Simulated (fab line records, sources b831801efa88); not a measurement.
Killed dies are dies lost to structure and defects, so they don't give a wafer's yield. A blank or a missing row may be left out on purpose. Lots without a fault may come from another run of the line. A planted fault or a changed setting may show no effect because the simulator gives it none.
fab line records | flow sfq_line
record lots=6 wafers=16 last_day=82
route steps=325 shown M2@92 I2@103 M3@118 I3@133 M8@325
lots that met no fault: from a run of the same line without faults
start_h: hours from the record's first day to the start of the lot's first wafer shown | wait_h: hours since the lot's step before | " the same as in the row above | L1.1+2: a row that stands for several wafers | - no value, or no start given | * or withheld: withheld | < > ~ a bound
route shown NAME@n: a module of which the file shows steps, and the number in the route of the first | usual: mean/standard deviation of fault-free wafers | same: alike in all rows | chamber/n: place in a boat | sites: the reading at each site | _std_site: their standard deviation | _edge_site: outer sites' mean less inner sites' | radius_mm: how far each site lies from the wafer's centre | mask NAME#n: copy n | behind: the tool/chamber that last shaped the wafer | hold: why the lot was held/for how many hours/how that ended | device: the transistor (n, p or np) that didn't switch | end of line: the same wafers' tests at the end of the route | a step without rows: its recipe alone | killed: dies lost to structure and defects at the first sort, not the wafer's yield | map: a wafer's dies, x killed, . not, _ none there
set.NAME: the setting as run; set.NAME@STEP: as run at that earlier step | model.NAME: the simulator's own value behind a step, which no gauge read
lots at some steps of the route; a table a step, a row a wafer
services: from which hour (start_h, from the record's first day; less than 0 if before it) a tool's chamber was out of use, for how many hours, and why
## steps
# step SFQ_TRILAYER_M2_LITHO_COAT_062
# recipe resist=BARC spin_rpm=3000 resist_thk_nm=62
# step SFQ_TRILAYER_M2_LITHO_COAT_057
# recipe resist=KrF spin_rpm=3000 resist_thk_nm=600
# step SFQ_TRILAYER_M2_LITHO_SOFTBAKE_061
# recipe temp_c=withheld time_s=withheld resist=KrF
# step SFQ_TRILAYER_M2_LITHO_EXPOSE_058
# recipe mask_id=M2 na=0.6 source_shape=conventional sigma_outer=0.65 target_cd_nm=500 dose_mj=14.4
# step SFQ_TRILAYER_M2_LITHO_PEB_060
# recipe peb_temp_c=115 peb_time_s=60 resist=KrF
# step SFQ_TRILAYER_M2_LITHO_DEVELOP_059
# recipe time_s=60 resist=KrF
# step SFQ_M2_OVL_MEAS_916
# usual M2_OVL=1/5.7
# columns lot.wafer tool chamber start_h wait_h M2_OVL[nm]
L723.1 overlay-01 - 538.72 0.1 -8
L723.3 " - " " -6
L723.5 " - " " -4
L736.1 overlay-01 - 823.51 0.1 -1
L736.3 " - " " -7
L737.2 overlay-01 - 828.31 0.1 12
L737.3 " - " " 9
L741.2 overlay-01 - 893.48 0.1 2
L741.4 " - " " 5
L741.6 " - " " 2
L743.1 overlay-01 - 897.08 0.1 -5
L743.3 " - " " -9
L743.5 " - " " -7
L744.1 overlay-01 - 898.28 0.1 -5
L744.5 " - " " -10
L744.6 " - " " -2
# step SFQ_TRILAYER_M2_BARC_OPEN_METAL_ETCH_077
# recipe mask_material=PR chemistry=O2 target_depth_nm=125 target=BARC icp_w=600 bias_w=80 pressure_mtorr=10 time_s=41.7
# usual bias_w=80.03/0.24 chamber_pressure_mTorr=9.999/0.0093 drypump_motor_current_A=5.4/0.51 oes_product_au=0.685/0.0042
# columns lot.wafer tool chamber start_h wait_h bias_w chamber_pressure_mTorr drypump_motor_current_A oes_product_au rf_hours_counter_h
L723.1 rie_metal-03 0 538.75 0.0 80.26 9.996 6.1 0.684 27
L723.3 " 1 " " 80.31 9.996 4.9 0.688 -
L723.5 " 1 " " 80.44 9.999 4.9 0.690 -
L736.1 rie_metal-04 0 823.54 0.0 79.79 9.996 5.2 0.688 130
L736.3 " 0 " " 79.47 9.984 5.2 0.692 -
L737.2 rie_metal-04 1 828.34 0.0 79.89 9.999 5.0 0.680 44
L737.3 " 1 " " 79.60 10.010 5.0 0.683 -
L741.2 rie_metal-04 1 893.51 0.0 80.12 10.004 5.0 0.690 54
L741.4 " 0 " " 80.12 9.994 5.2 0.681 -
L741.6 " 0 " " 79.90 10.019 5.3 0.687 -
L743.1 rie_metal-03 0 897.11 0.0 80.12 10.004 6.1 0.678 67
L743.3 " 0 " " 80.38 10.000 6.1 0.682 -
L743.5 " 0 " " 80.36 9.990 6.0 0.686 -
L744.1 rie_metal-04 0 898.31 0.0 80.06 10.009 5.3 0.686 142
L744.5 " 0 " " 80.08 10.008 5.3 0.687 -
L744.6 " 1 " " 79.87 9.994 5.0 0.686 -
# step SFQ_TRILAYER_M2_ETCH_METAL_ETCH_060
# recipe target=Nb stop_on=SiO2 mask_material=PR chemistry=Cl2/Ar target_depth_nm=240 icp_w=600 bias_w=80 pressure_mtorr=10 time_s=120
# step SFQ_TRILAYER_M2_STRIP_STRIP_061
# recipe gas=O2 power_w=200 platen_temp_c=40 overash_fraction=0.65 chemistry=O2 pressure_mtorr=50
# usual chamber_pressure_mTorr=50.00/0.044 drypump_motor_current_A=5.4/0.51 oes_product_au=1.002/0.0066
# columns lot.wafer tool chamber start_h wait_h chamber_pressure_mTorr drypump_motor_current_A oes_product_au rf_hours_counter_h
L723.1 rie_metal-03 0 538.94 0.1 50.04 6.1 0.995 27
L723.3 " 1 " " 49.99 5.0 0.999 -
L723.5 " 1 " " 50.00 5.0 1.002 -
L736.1 rie_metal-04 0 823.73 0.1 50.01 5.2 1.010 130
L736.3 " 0 " " 50.06 5.2 0.991 -
L737.2 rie_metal-04 1 828.53 0.1 50.01 5.0 1.014 44
L737.3 " 1 " " 50.01 5.0 0.995 -
L741.2 rie_metal-04 1 893.70 0.1 50.04 5.0 1.005 54
L741.4 " 0 " " 50.03 5.3 1.003 -
L741.6 " 0 " " 49.98 5.2 1.005 -
L743.1 rie_metal-03 0 897.30 0.1 49.99 6.0 0.997 67
L743.3 " 0 " " 50.05 6.0 0.999 -
L743.5 " 0 " " 49.95 6.1 1.004 -
L744.1 rie_metal-04 0 898.50 0.1 50.04 5.3 1.010 143
L744.5 " 0 " " 50.05 5.2 1.007 -
L744.6 " 1 " " 49.99 5.0 1.003 -
# step SFQ_TRILAYER_M2_STRIP_SOLV_CLEAN_062
# recipe chemistry=NMP temp_c=70 time_s=600
# step SFQ_TRILAYER_I2_DEP_PECVD_063
# recipe material=SiO2 temp_c=150 time_s=111.11 pressure_torr=2.4 rf_w=183.3 precursor=SiH4/N2O target_thk_nm=500
# step SFQ_TRILAYER_I2_CMP_CMP_064
# recipe material=SiO2 down_force_psi=3 platen_rpm=60 pad_velocity_m_s=0.94248
# usual head_pressure_psi=3.000/0.0067 motor_current_A=10.7/0.99 time_to_endpoint_s=214/6.4
# columns lot.wafer tool chamber start_h wait_h head_pressure_psi motor_current_A time_to_endpoint_s model.SiO2_of_TRILAYER_I2_DEP_PECVD_063.thk_nm
L723.1 cmp-01 2 540.29 0.5 3.003 9.8 198 201.6
L723.3 " 0 541.29 1.5 2.992 11.7 203 201.5
L723.5 " 2 542.29 2.5 3.011 10.3 214 201.8
L736.3 cmp-01 2 828.78 4.2 3.000 10.2 196 220.1
L736.1 " 1 830.28 5.7 3.006 12.1 209 221.2
L737.3 cmp-01 1 838.28 8.9 3.003 11.8 211 220.7
L737.2 " 2 " " 2.992 9.9 219 201.9
L741.4 cmp-02 3 921.62 27.1 3.002 9.5 217 198.3
L741.2 " 1 922.62 28.1 3.009 11.1 205 199
L741.6 " 3 923.62 29.1 2.996 9.3 209 199.1
L743.1 cmp-01 0 925.28 27.2 2.997 11.4 210 198.8
L743.3 " 2 926.28 28.2 3.003 9.7 207 198.3
L743.5 " 3 " " 2.991 11.2 220 200.6
L744.1 cmp-02 2 927.12 27.8 2.994 9.3 204 201.1
L744.6 " 2 929.12 29.8 3.000 9.7 208 199.8
L744.5 " 3 " " 2.998 9.5 217 201
# step SFQ_I2_BOW_MEAS_917
# recipe mode=bow
# usual I2_BOW=3/8
# columns lot.wafer tool chamber start_h wait_h I2_BOW[um]
L723.1 film_metro-01 - 542.79 2.0 10
L723.3 " - " " 10
L723.5 " - " " 7
L736.1 film_metro-02 - 831.78 1.0 -7
L736.3 " - " " -16
L737.2 film_metro-04 - 840.80 1.5 -1
L737.3 " - " " 12
L741.2 film_metro-02 - 924.14 1.0 -4
L741.4 " - " " 4
L741.6 " - " " 12
L743.1 film_metro-02 - 927.78 2.0 16
L743.3 " - " " -8
L743.5 " - " " 2
L744.1 film_metro-01 - 930.12 2.5 -9
L744.5 " - " " 4
L744.6 " - " " 3
# step SFQ_TRILAYER_I2_METRO_MEASURE_065
# usual thk_nm=200.2/0.91
# columns lot.wafer tool chamber start_h wait_h thk_nm
L723.1 film_metro-01 - 542.91 0.1 201.7
L723.3 " - " " 201.5
L723.5 " - " " 201.9
L736.1 film_metro-02 - 831.90 0.1 221.1
L736.3 " - " " 220.2
L737.2 film_metro-04 - 841.10 0.3 201.9
L737.3 " - " " 220.7
L741.2 film_metro-02 - 924.44 0.3 199.0
L741.4 " - " " 198.3
L741.6 " - " " 199.0
L743.1 film_metro-02 - 927.90 0.1 198.7
L743.3 " - " " 198.3
L743.5 " - " " 200.5
L744.1 film_metro-01 - 930.24 0.1 201.2
L744.5 " - " " 201.0
L744.6 " - " " 199.8
# step SFQ_TRILAYER_I2_VIA_LITHO_COAT_072
# recipe resist=BARC spin_rpm=3000 resist_thk_nm=62
# step SFQ_TRILAYER_I2_VIA_LITHO_COAT_067
# recipe resist=KrF spin_rpm=3000 resist_thk_nm=650
# step SFQ_TRILAYER_I2_VIA_LITHO_SOFTBAKE_071
# recipe temp_c=withheld time_s=withheld resist=KrF
# step SFQ_TRILAYER_I2_VIA_LITHO_EXPOSE_068
# recipe mask_id=I2 na=0.6 source_shape=conventional sigma_outer=0.65 target_cd_nm=500 dose_mj=21.3
# step SFQ_TRILAYER_I2_VIA_LITHO_PEB_070
# recipe peb_temp_c=115 peb_time_s=60 resist=KrF
# step SFQ_TRILAYER_I2_VIA_LITHO_DEVELOP_069
# recipe time_s=60 resist=KrF
# step SFQ_I2_OVL_MEAS_918
# usual I2_OVL=-1/5.7
# columns lot.wafer tool chamber start_h wait_h I2_OVL[nm]
L723.1 overlay-01 - 696.46 0.1 -1
L723.3 " - " " -2
L723.5 " - " " 0
L736.1 overlay-02 - 961.11 0.1 -11
L736.3 " - " " -13
L737.2 overlay-02 - 963.51 0.1 -2
L737.3 " - " " -1
L741.2 overlay-01 - 1032.85 0.1 5
L741.4 " - " " 3
L741.6 " - " " 7
L743.1 overlay-01 - 1035.24 0.1 -6
L743.3 " - " " -5
L743.5 " - " " -10
L744.1 overlay-01 - 1038.97 0.1 6
L744.5 " - " " 13
L744.6 " - " " 12
# step SFQ_TRILAYER_I2_VIA_BARC_OPEN_VIA_ETCH_096
# recipe mask_material=PR chemistry=O2 target_depth_nm=125 target=BARC source_w=500 bias_w=80 pressure_mtorr=30 time_s=41.7
# step SFQ_TRILAYER_I2_VIA_ETCH_VIA_ETCH_070
# recipe target=SiO2 stop_on=Nb mask_material=PR taper_deg=20 chemistry=CHF3 target_depth_nm=260 source_w=500 bias_w=80 pressure_mtorr=30 time_s=withheld
# usual bias_w=80.01/0.26 chamber_pressure_mTorr=29.997/0.03 drypump_motor_current_A=5.6/0.65 oes_product_au=0.855/0.0051
# columns lot.wafer tool chamber start_h wait_h bias_w chamber_pressure_mTorr drypump_motor_current_A oes_product_au model.I2.feature_depth_nm model.etch.depth_nm
L723.1 rie_diel-03 0 696.53 0.0 79.62 29.994 5.1 0.863 201.6 201.6
L723.3 " 2 " " 80.14 30.000 6.5 0.863 201.5 201.5
L723.5 " 0 " " 79.57 30.016 5.1 0.864 201.8 201.8
L736.1 rie_diel-03 2 961.18 0.0 79.48 29.974 6.5 0.900 221.2 221.2
L736.3 " 3 " " 80.06 29.985 5.2 0.899 220.1 220.1
L737.2 rie_diel-02 0 963.58 0.0 79.42 30.012 6.4 0.862 201.9 201.9
L737.3 " 3 " " 80.25 29.994 5.8 0.897 220.7 220.7
L741.2 rie_diel-03 2 1032.92 0.0 80.36 29.977 6.5 0.852 199 199
L741.4 " 1 " " 80.02 30.007 6.5 0.847 198.3 198.3
L741.6 " 3 " " 80.04 30.036 5.2 0.852 199.1 199.1
L743.1 rie_diel-01 0 1035.32 0.0 80.06 29.962 5.7 0.854 198.8 198.8
L743.3 " 3 " " 80.18 30.021 6.5 0.850 198.3 198.3
L743.5 " 1 " " 80.19 30.001 4.7 0.860 200.6 200.6
L744.1 rie_diel-02 1 1039.04 0.0 79.51 29.989 4.8 0.849 201.1 201.1
L744.5 " 2 " " 79.95 29.997 5.6 0.862 201 201
L744.6 " 1 " " 79.41 30.050 4.8 0.859 199.8 199.8
# step SFQ_TRILAYER_I2_VIA_STRIP_STRIP_071
# recipe gas=O2 power_w=200 platen_temp_c=40 overash_fraction=0.65 chemistry=O2 pressure_mtorr=50
# step SFQ_TRILAYER_I2_VIA_STRIP_SOLV_CLEAN_072
# recipe chemistry=NMP temp_c=70 time_s=600
# step SFQ_TRILAYER_M3_DEP_PRE_CLEAN_074
# recipe gas=Ar time_s=22.5 bias_v=250
# usual bias_v=249.5/2.6
# columns lot.wafer tool chamber start_h wait_h bias_v model.SiO2_of_TRILAYER_I2_DEP_PECVD_063.thk_nm
L723.1 pvd_sputter-06 - 697.42 0.0 250.2 194.1
L723.3 " - " " 248.6 194
L723.5 " - " " 246.5 194.3
L736.1 pvd_sputter-06 - 962.07 0.0 255.6 213.7
L736.3 " - " " 251.6 212.6
L737.2 pvd_sputter-04 - 964.47 0.0 252.1 194.4
L737.3 " - " " 253.3 213.2
L741.2 pvd_sputter-06 - 1034.41 0.0 249.6 191.5
L741.4 " - " " 253.3 190.8
L741.6 " - " " 251.5 191.6
L743.1 pvd_sputter-05 - 1036.21 0.0 252.6 191.3
L743.3 " - " " 249.4 190.8
L743.5 " - " " 247.9 193.1
L744.1 pvd_sputter-04 - 1039.93 0.0 245.6 193.6
L744.5 " - " " 248.6 193.5
L744.6 " - " " 246.6 192.3
# step SFQ_TRILAYER_M3_DEP_SPUTTER_073
# recipe material=Nb base_pressure_pa=1.33e-06 chamber_pressure_pa=0.1333 substrate_temp_c=20 resputter_cathode_voltage_v=400 target_thk_nm=200 power_w=2000 time_s=133.3
# step SFQ_M3_RS_MEAS_919
# recipe thk_meas_gauge=four-point-probe reads=Nb_of_TRILAYER_M3_DEP_SPUTTER_073
# usual M3_NB_RS=0.889/0.0073
# columns lot.wafer tool chamber start_h wait_h M3_NB_RS[ohm/sq]
L723.1 film_metro-03 - 697.54 0.0 0.899
L723.3 " - " " 0.888
L723.5 " - " " 0.886
L736.1 film_metro-02 - 962.19 0.0 0.896
L736.3 " - " " 0.894
L737.2 film_metro-02 - 964.61 0.1 0.881
L737.3 " - " " 0.894
L741.2 film_metro-01 - 1034.55 0.1 0.884
L741.4 " - " " 0.887
L741.6 " - " " 0.895
L743.1 film_metro-03 - 1036.33 0.0 0.890
L743.3 " - " " 0.889
L743.5 " - " " 0.885
L744.1 film_metro-02 - 1040.05 0.0 0.884
L744.5 " - " " 0.881
L744.6 " - " " 0.876
# step SFQ_TRILAYER_M3_LITHO_COAT_080
# recipe resist=BARC spin_rpm=3000 resist_thk_nm=62
# step SFQ_TRILAYER_M3_LITHO_COAT_075
# recipe resist=KrF spin_rpm=3000 resist_thk_nm=600
# step SFQ_TRILAYER_M3_LITHO_SOFTBAKE_079
# recipe temp_c=withheld time_s=withheld resist=KrF
# step SFQ_TRILAYER_M3_LITHO_EXPOSE_076
# recipe mask_id=M3 na=0.6 source_shape=conventional sigma_outer=0.65 target_cd_nm=500 dose_mj=14.4
# step SFQ_TRILAYER_M3_LITHO_PEB_078
# recipe peb_temp_c=115 peb_time_s=60 resist=KrF
# step SFQ_TRILAYER_M3_LITHO_DEVELOP_077
# recipe time_s=60 resist=KrF
# step SFQ_M3_OVL_MEAS_921
# usual M3_OVL=-1/6
# columns lot.wafer tool chamber start_h wait_h M3_OVL[nm]
L723.1 overlay-02 - 836.71 0.1 -4
L723.3 " - " " -4
L723.5 " - " " -4
L736.1 overlay-01 - 1085.77 0.1 -1
L736.3 " - " " 4
L737.2 overlay-01 - 1089.37 0.1 -2
L737.3 " - " " -3
L741.2 overlay-01 - 1175.77 0.1 2
L741.4 " - " " -1
L741.6 " - " " 4
L743.1 overlay-02 - 1178.17 0.1 -2
L743.3 " - " " -5
L743.5 " - " " 0
L744.1 overlay-02 - 1180.57 0.1 -19
L744.5 " - " " -11
L744.6 " - " " -10
# step SFQ_TRILAYER_M3_BARC_OPEN_METAL_ETCH_100
# recipe mask_material=PR chemistry=O2 target_depth_nm=125 target=BARC icp_w=600 bias_w=80 pressure_mtorr=10 time_s=41.7
# usual bias_w=79.99/0.22 chamber_pressure_mTorr=10.002/0.0091 drypump_motor_current_A=5.7/0.42 oes_product_au=0.686/0.0046
# columns lot.wafer tool chamber start_h wait_h bias_w chamber_pressure_mTorr drypump_motor_current_A oes_product_au rf_hours_counter_h
L723.1 rie_metal-04 1 836.74 0.0 79.82 9.992 5.0 0.683 45
L723.3 " 0 " " 80.04 10.002 5.3 0.686 -
L723.5 " 0 " " 80.01 10.004 5.3 0.689 -
L736.1 rie_metal-04 1 1085.80 0.0 79.69 9.993 5.0 0.687 80
L736.3 " 0 " " 80.25 9.994 5.3 0.682 -
L737.2 rie_metal-04 0 1089.40 0.0 80.17 10.011 5.3 0.686 12
L737.3 " 1 " " 80.02 9.995 5.0 0.700 -
L741.2 rie_metal-01 1 1175.80 0.0 79.80 10.009 5.5 0.680 106
L741.4 " 1 " " 79.83 9.993 5.5 0.685 -
L741.6 " 1 " " 79.86 9.998 5.5 0.686 -
L743.1 rie_metal-02 1 1178.20 0.0 80.40 10.001 5.6 0.682 132
L743.3 " 1 " " 80.35 10.000 5.6 0.685 -
L743.5 " 1 " " 80.09 10.000 5.6 0.687 -
L744.1 rie_metal-01 1 1180.60 0.0 80.28 10.002 5.5 0.675 107
L744.5 " 0 " " 80.19 10.006 6.1 0.680 -
L744.6 " 1 " " 80.16 10.010 5.5 0.696 -
# step SFQ_TRILAYER_M3_ETCH_METAL_ETCH_078
# recipe target=Nb stop_on=SiO2 mask_material=PR chemistry=Cl2/Ar target_depth_nm=240 icp_w=600 bias_w=80 pressure_mtorr=10 time_s=120
# usual bias_w=79.99/0.24 chamber_pressure_mTorr=10.000/0.0094 drypump_motor_current_A=5.7/0.42 oes_product_au=0.895/0.0064
# columns lot.wafer tool chamber start_h wait_h bias_w chamber_pressure_mTorr drypump_motor_current_A oes_product_au rf_hours_counter_h
L723.1 rie_metal-04 1 836.80 0.0 80.26 10.014 5.0 0.884 45
L723.3 " 0 " " 80.32 10.007 5.2 0.899 -
L723.5 " 0 " " 79.55 9.995 5.2 0.899 -
L736.1 rie_metal-04 1 1085.86 0.0 80.29 10.022 5.0 0.897 80
L736.3 " 0 " " 80.10 9.982 5.3 0.890 -
L737.2 rie_metal-04 0 1089.46 0.0 79.99 9.984 5.3 0.901 12
L737.3 " 1 " " 79.92 9.989 5.0 0.900 -
L741.2 rie_metal-01 1 1175.86 0.0 79.94 10.000 5.5 0.892 107
L741.4 " 1 " " 79.96 10.008 5.5 0.897 -
L741.6 " 1 " " 80.28 10.003 5.5 0.890 -
L743.1 rie_metal-02 1 1178.32 0.1 79.79 9.989 5.5 0.887 132
L743.3 " 1 " " 79.67 10.013 5.6 0.899 -
L743.5 " 1 " " 79.77 10.016 5.5 0.902 -
L744.1 rie_metal-01 1 1180.66 0.0 80.12 9.996 5.5 0.892 107
L744.5 " 0 " " 80.40 9.994 6.1 0.896 -
L744.6 " 1 " " 80.00 10.005 5.5 0.906 -
# step SFQ_TRILAYER_M3_STRIP_STRIP_079
# recipe gas=O2 power_w=200 platen_temp_c=40 overash_fraction=0.65 chemistry=O2 pressure_mtorr=50
# step SFQ_TRILAYER_M3_STRIP_SOLV_CLEAN_080
# recipe chemistry=NMP temp_c=70 time_s=600
# step SFQ_TRILAYER_I3_DEP_PECVD_081
# recipe material=SiO2 temp_c=150 time_s=111.11 pressure_torr=2.4 rf_w=183.3 precursor=SiH4/N2O target_thk_nm=500
# usual heater_power_w=83/18 showerhead_vpp_V=839/32 throttle_valve_pct=25.1/1.2
# columns lot.wafer tool chamber start_h wait_h heater_power_w showerhead_vpp_V throttle_valve_pct
L723.1 pecvd-03 1 837.70 0.0 81 836 25.5
L723.3 " 0 " " 99 816 24.6
L723.5 " 0 " " 83 817 24.4
L736.1 pecvd-04 2 1086.76 0.0 112 838 22.8
L736.3 " 1 " " 85 836 24.1
L737.2 pecvd-03 0 1090.36 0.0 96 807 25.1
L737.3 " 2 " " 52 884 26.8
L741.2 pecvd-03 2 1176.76 0.0 49 884 26.9
L741.4 " 2 " " 51 876 27.0
L741.6 " 1 " " 80 845 26.3
L743.1 pecvd-02 2 1179.95 0.0 90 823 24.0
L743.3 " 0 " " 100 901 25.1
L743.5 " 1 " " 86 845 25.4
L744.1 pecvd-03 2 1181.56 0.0 57 891 27.0
L744.5 " 0 " " 95 812 24.9
L744.6 " 2 " " 45 873 27.2
# step SFQ_M8_BOW_MEAS_951
# recipe mode=bow
# usual M8_BOW=8/11
# columns lot.wafer tool chamber start_h wait_h M8_BOW[um] model.etest.i2.link_ohm
L723.1 film_metro-02 - 1784.77 0.0 5 1.977
L723.3 " - " " 5 1.956
L723.5 " - " " 3 1.956
L736.1 film_metro-01 - 1921.21 0.0 -2 1.992
L736.3 " - " " -10 1.985
L737.2 film_metro-01 - 1925.94 0.0 -2 1.952
L737.3 " - " " 12 1.972
L741.2 film_metro-02 - 1954.97 0.0 -3 1.986
L741.4 " - " " 3 1.983
L741.6 " - " " 12 1.989
L743.1 film_metro-04 - 1958.55 0.0 24 1.979
L743.3 " - " " -2 1.979
L743.5 " - " " 10 1.968
L744.1 film_metro-01 - 1962.40 0.0 -7 1.972
L744.5 " - " " 5 1.963
L744.6 " - " " 5 1.96
## services
# columns tool chamber start_h hours kind
rie_metal-03 - 520.56 0.2 repair
pecvd-03 - 558.22 1.0 repair
rie_metal-04 1 564.81 3.6 repair
rie_metal-03 - 574.20 4.0 pm
rie_metal-04 - 607.04 2.2 repair
rie_metal-04 - 621.08 0.3 repair
rie_metal-04 1 664.78 5.8 repair
rie_metal-03 0 674.93 2.2 repair
pecvd-03 1 688.09 3.9 repair
rie_metal-01 - 704.15 0.5 repair
pecvd-03 - 718.60 2.8 pm
rie_metal-01 0 722.95 15.1 repair
rie_metal-04 - 771.17 2.5 repair
rie_metal-03 0 781.39 11.5 repair
rie_metal-01 - 781.79 28.1 pm
pecvd-03 - 814.64 1.4 repair
rie_metal-03 0 878.83 2.5 repair
rie_metal-03 - 882.87 0.7 repair
rie_metal-04 1 931.34 13.9 repair
pecvd-03 1 935.60 7.7 repair
rie_metal-04 0 1010.97 14.9 repair
rie_metal-04 - 1031.18 2.8 pm
rie_metal-01 1 1055.09 7.8 repair
rie_metal-01 - 1084.43 2.8 pm
## key
first_sign step=SFQ_TRILAYER_I2_METRO_MEASURE_065 reading=thk_nm direction=up sigmas=22 usual=200.2 struck=220.7
effect step=SFQ_TRILAYER_I2_VIA_ETCH_VIA_ETCH_070 reading=oes_product_au direction=up sigmas=8.6 usual=0.855 struck=0.899
model_effect step=SFQ_TRILAYER_I2_CMP_CMP_064 value=SiO2_of_TRILAYER_I2_DEP_PECVD_063.thk_nm without=200.7 struck=220.7
model_effect step=SFQ_TRILAYER_I2_VIA_ETCH_VIA_ETCH_070 value=I2.feature_depth_nm without=200.7 struck=220.7
model_effect step=SFQ_TRILAYER_M3_DEP_PRE_CLEAN_074 value=SiO2_of_TRILAYER_I2_DEP_PECVD_063.thk_nm without=193.2 struck=213.2
model_effect step=SFQ_M8_BOW_MEAS_951 value=etest.i2.link_ohm without=1.964 struck=1.983
met_at SFQ_TRILAYER_I2_CMP_CMP_064
struck_wafers L736.1,L736.3,L737.3
onset_between 540.29 828.78
fault kind=process_parameter_drift tool=cmp-01 chamber=- onset_h=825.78 steps=SFQ_TRILAYER_I2_CMP_CMP_064 channel=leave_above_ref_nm offset=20 shape=step end_h=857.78 scope=struck_wafers_only acts_in=these_recipes_only stated=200
